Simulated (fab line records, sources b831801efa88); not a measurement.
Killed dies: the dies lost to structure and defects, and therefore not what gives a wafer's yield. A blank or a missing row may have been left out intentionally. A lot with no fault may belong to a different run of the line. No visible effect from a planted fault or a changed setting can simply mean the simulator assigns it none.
Which tool is to blame?	flow sky130	at 1 step of a route of 708, 12 lots with 36 wafers sampled

WHAT THE GAUGES READ, wafer by wafer
SKY_VIA2_OVL_MEAS_13.
lot	measured	on	VIA2_OVL (nm)
L603	day 36 17:08	overlay-02	-3 -7 2
L604	day 37 01:41	overlay-01	1 4 -1
L605	day 37 11:59	overlay-01	1 9 5
L606	day 37 17:44	overlay-02	8 6 5
L607	day 38 02:59	overlay-02	-8 -9 -3
L608	day 38 13:50	overlay-01	-7 0 -6
L613	day 40 07:53	overlay-01	7 7 13
L618	day 41 08:53	overlay-01	-3 8 6
L619	day 42 02:29	overlay-02	6 4 11
L621	day 42 04:14	overlay-02	7 3 6
L623	day 42 19:05	overlay-02	18 13 12
L624	day 43 03:38	overlay-02	-9 1 -6

WHAT TOOL EACH LOT RAN ON (gives the tool, then ch and the chambers of the sampled wafers, and finally the start)
Record: no process step prior to these readings.

WHAT THE TOOLS THEMSELVES READ (means of the sampled wafers that have a number; where no wafer has one, the mark that the record gives instead)
The record holds no such reading with a usual standard deviation.

THE ANSWER, worked out from the rows above alone
Rule: usual is defined by the lots themselves. The widest of any qualifying gaps counts: lots, ordered by their means at a reading, are off when they make up no more than a third of the lots, leave a main group of 4 or more, and stand apart from it by 3 or more times the standard deviation of that group's means. Not used: any main group whose means are identical at the precision the tables above print for the reading. Also off: a lot with no number at a reading for which 4 or more lots have one. All remaining lots with rows at the step are treated as sound. The gauges are gone through in route order, then the tools' own readings, and for those a lot's mean is taken as printed above. The first step at which some lot is off is used, and at that step the reading that is off furthest; a lot without a number counts as furthest.
None of the lots is off at any reading shown; this tells nothing.

WHAT THE SIMULATOR HAD INSERTED
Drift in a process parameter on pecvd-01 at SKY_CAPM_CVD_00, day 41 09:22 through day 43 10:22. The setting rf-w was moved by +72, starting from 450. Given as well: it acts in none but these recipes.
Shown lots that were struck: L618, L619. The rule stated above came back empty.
